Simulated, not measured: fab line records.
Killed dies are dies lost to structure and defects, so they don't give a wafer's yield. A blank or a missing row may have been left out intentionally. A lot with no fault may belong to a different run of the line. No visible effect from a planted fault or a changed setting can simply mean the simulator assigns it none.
Comparing a struck lot with a sound one | flow gf180mcu | 14 out of 602 route steps
Sound: the wafers L316.1, L316.2, L316.3. The struck wafers were L322.1, L322.3, L322.5. At the end, the cause is stated.
Order at every step that has rows: each side's tool, ch and its chambers, its first start. Under that, the readings that differ: sound wafers | struck wafers | difference of the means | sigmas: that difference in standard deviations of wafers without a fault.
alike: readings with means less than 2 such deviations apart, plus words and numbers identical on both sides. not compared: withheld readings, readings lacking a value on some wafer, bounds such as >300 that could conceal the same value, and numbers that have no deviation in the record and whose values overlap.
A row with sigmas, a row that says differs or no value, or rows on one side alone: a step with any of these is where the two part. Numbers that don't overlap but have no deviation are shown without sigmas and don't part them. A reading missing from all wafers of one side parts the sides only when that side holds two or more wafers.

first, 1 step without rows for these wafers: GF_CONTACT_CVD_00 (deposits SiO2, target thk 300 nm, time 50 s).
GF_CONTACT_THK_MEAS_01:
  sound on film metro-03, day 16 03:07; struck on film metro-02, day 18 01:51
  alike: CONTACT_CVD_00_THK
GF_CONTACT_CVD_02: deposits SiO2 from TEOS, target thk 860 nm, time 95.992 s.
  sound on pecvd-03 ch 0,1,2, day 16 03:10; struck on pecvd-03 ch 1,2, day 18 01:55
  alike: heater power w, susceptor temp C
GF_CONTACT_THK_MEAS_03:
  sound on film metro-04, day 16 03:14; struck on film metro-04, day 18 01:59
  alike: CONTACT_CVD_02_THK
GF_CONTACT_CMP_04: polishes SiO2.
  sound on cmp-02 ch 0,1,3, day 16 03:21; struck on cmp-01 ch 0,2, day 18 02:02
  alike: edge zone pressure frac, motor current A, time to endpoint s
GF_CONTACT_BOW_MEAS_05:
  sound on film metro-03, day 16 03:38; struck on film metro-02, day 18 02:20
  alike: CONTACT_BOW
then, 6 steps without rows for these wafers: GF_CONTACT_DEHYDRATE_06 (time 60 s); GF_CONTACT_HMDS_07 (prime time 60 s); GF_CONTACT_COAT_08; GF_CONTACT_COAT_09 (resist thk 1000 nm); GF_CONTACT_SOFTBAKE_10 (time 60 s); GF_CONTACT_EXPOSE_11 (exposes mask Contact, target cd 220 nm).
GF_CONTACT_PEB_12: peb time 90 s.
  sound on litho track-04 ch 0, day 17 01:40; struck on litho track-04, day 19 02:13
  no value came back on the struck wafers for chill plate temp C (C), exhaust pa (Pa); on the sound wafers chill plate temp C (C) reads 23.06 23.10 23.04
then, 1 step without rows for these wafers: GF_CONTACT_DEVELOP_13 (develop time 60 s).

WHERE THEY PART
GF_CONTACT_PEB_12 only, going by this record.

WHY: what had been put in by the simulator
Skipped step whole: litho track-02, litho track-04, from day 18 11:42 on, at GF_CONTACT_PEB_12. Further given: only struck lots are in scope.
